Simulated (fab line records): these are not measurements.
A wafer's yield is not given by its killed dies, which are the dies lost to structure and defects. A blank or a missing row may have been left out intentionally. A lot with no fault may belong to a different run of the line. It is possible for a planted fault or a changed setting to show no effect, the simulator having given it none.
Comparing a struck lot with a sound one | flow sky130 | 18 steps out of a route of 708
Sound: wafers L678.1, L678.2, L678.6. Struck: wafer L684.5 (left out: L684.2, a lot-mate that was not struck); the cause follows at the end.
Per side, at each step with rows, come the tool, then ch with its chambers, and then its first start. Under that, the readings that differ: sound wafers | struck wafers | difference of the means | sigmas: that difference in standard deviations of wafers without a fault.
alike: readings whose means differ by less than 2 such deviations, and words and numbers that are the same on both sides. not compared: withheld readings, readings that some wafer has no value for, bounds like >300 that may hide the same value, and numbers for which the record gives no deviation and whose values overlap.
The two part at a step that has a row with sigmas, a row that says differs or no value, or rows on one side only. Non-overlapping numbers with no deviation appear without sigmas and do not part them. A reading that every wafer of one side lacks parts them only if that side has two wafers or more.

first, 2 steps without rows for these wafers: SKY_CONTACT_PEB_12; SKY_CONTACT_DEVELOP_13 (develop time 60 s).
SKY_CONTACT_CD_MEAS_14 targets a cd of 170 nm.
  sound: cdSem-01 at day 34 00:14; struck: cdSem-02 at day 35 21:12
reading   | sound             | struck | difference | sigmas
cdNm (nm) | 173.2 173.1 173.0 | 169.4  | -3.7       | -2
SKY_CONTACT_OVL_MEAS_15:
  sound: overlay-02 at day 34 00:21; struck: overlay-02 at day 35 21:19
reading          | sound     | struck | difference | sigmas
CONTACT_OVL (nm) | -5 -9 -10 | 6      | +14        | +2
SKY_CONTACT_ETCH_16: etches BARC in N2/H2, stops on SiO2, time 45.9 s, target depth 60 nm.
  sound on rieDiel-03 ch 0,1,2, day 34 00:23; struck on rieDiel-03 ch 1, day 35 21:20
  alike: drypumpMotorCurrentA, oesProductAu, throttleValvePct
  not compared: rfHoursCounterH
SKY_CONTACT_ETCH_17: etches SiO2 in C4F8/O2/Ar, stops on Si3N4, target depth 340 nm.
  sound on rieDiel-03 ch 0,1,2, day 34 00:26; struck on rieDiel-03 ch 1, day 35 21:23
  alike: oesProductAu
SKY_CONTACT_ETCH_18: etches Si3N4 in CHF3/O2, stops on TiN, time 39 s, target depth 75 nm.
  sound: rieDiel-03 ch 0,1,2; struck: rieDiel-03 ch 1
reading             | sound             | struck | difference | sigmas
oesProductAu (a.u.) | 0.851 0.844 0.857 | 0.872  | +0.021     | +3
  alike: drypumpMotorCurrentA, throttleValvePct
  not compared: rfHoursCounterH
then, 4 steps without rows for these wafers: SKY_CONTACT_STRIP_19 (strips in O2/N2); SKY_CONTACT_STRIP_20 (strips in post etch residue remover, time 1200 s); SKY_CONTACT_CLEAN_21 (cleans in IPA, time 180 s); SKY_CONTACT_CLEAN_22 (cleans in O3/DIW).
SKY_CONTACT_SPUTTER_23: material TiN, target thk 20 nm, time 80 s.
  sound: pvdSputter-02 at day 34 01:28; struck: pvdSputter-03 at day 35 22:04
  alike: throttleValvePct
SKY_CONTACT_CVD_24: deposits W, target thk 340 nm, time 102.12 s.
  sound on cvdW-01 ch 0,1, day 34 01:32; struck on cvdW-02 ch 1, day 35 22:07
reading                              | sound             | struck | difference | sigmas
model.W_of_CONTACT_CVD_24.thkNm (nm) | 345.3 351.2 353.7 | 208.2  | -141.9     | 
  alike: heaterPowerW
SKY_CONTACT_RS_MEAS_25: measurement is done with a four-point probe.
  sound: filmMetro-01 at day 34 01:38; struck: filmMetro-04 at day 35 22:32
reading               | sound             | struck | difference | sigmas
CONTACT_W_RS (ohm/sq) | 0.332 0.327 0.325 | 0.554  | +0.226     | +36
  not compared: hold
SKY_CONTACT_THK_MEAS_26: measures by xrf.
  sound: filmMetro-01 at day 34 01:46; struck: filmMetro-04 at day 36 03:08
reading            | sound       | struck | difference | sigmas
CONTACT_W_THK (nm) | 346 354 354 | 208    | -143       | -20
  not compared: hold
SKY_CONTACT_CMP_27: polishes, stops on SiO2, t overpolish 15 s, target thk 0 nm.
  sound on cmp-02 ch 1,2,3, day 34 01:49; struck on cmp-01 ch 0, day 36 06:41
reading             | sound    | struck                  | difference                   | sigmas
hold                | - - -    | awaitDispo/3.5h/release | no value on the sound wafers | 
timeToEndpointS (s) | 83 85 86 | 44                      | -41                          | -9
  alike: motorCurrentA
SKY_METAL1_SPUTTER_00: material Ti, target thk 15 nm, time 10 s.
  sound: pvdSputter-04 at day 34 02:07; struck: pvdSputter-04 at day 36 06:59
  alike: throttleValvePct
-- the record jumps here: 13 days lie between the struck wafers' starts before and after (it left off in module METAL1 and takes up again in module PAD_OPEN, whose first step shown is number 708 of the route) --
SKY_PAD_OPEN_PROBE_99:
  sound: prober-01 at day 47 15:52; struck: prober-02 at day 48 23:25
reading     | sound    | struck | difference | sigmas
killedDies  | 86 97 85 | 110    | +21        | +2
killedShort | 49 43 39 | 58     | +14        | +2
  alike: killed_at_M0_to_M3, killed_at_M4_up, killedAtContacts, killedAtFrontEnd, killedAtOther, killedOpen

WHERE THEY PART
Earliest at SKY_CONTACT_CD_MEAS_14; latest, in this record, at SKY_PAD_OPEN_PROBE_99.

WHY: whatever the simulator had introduced
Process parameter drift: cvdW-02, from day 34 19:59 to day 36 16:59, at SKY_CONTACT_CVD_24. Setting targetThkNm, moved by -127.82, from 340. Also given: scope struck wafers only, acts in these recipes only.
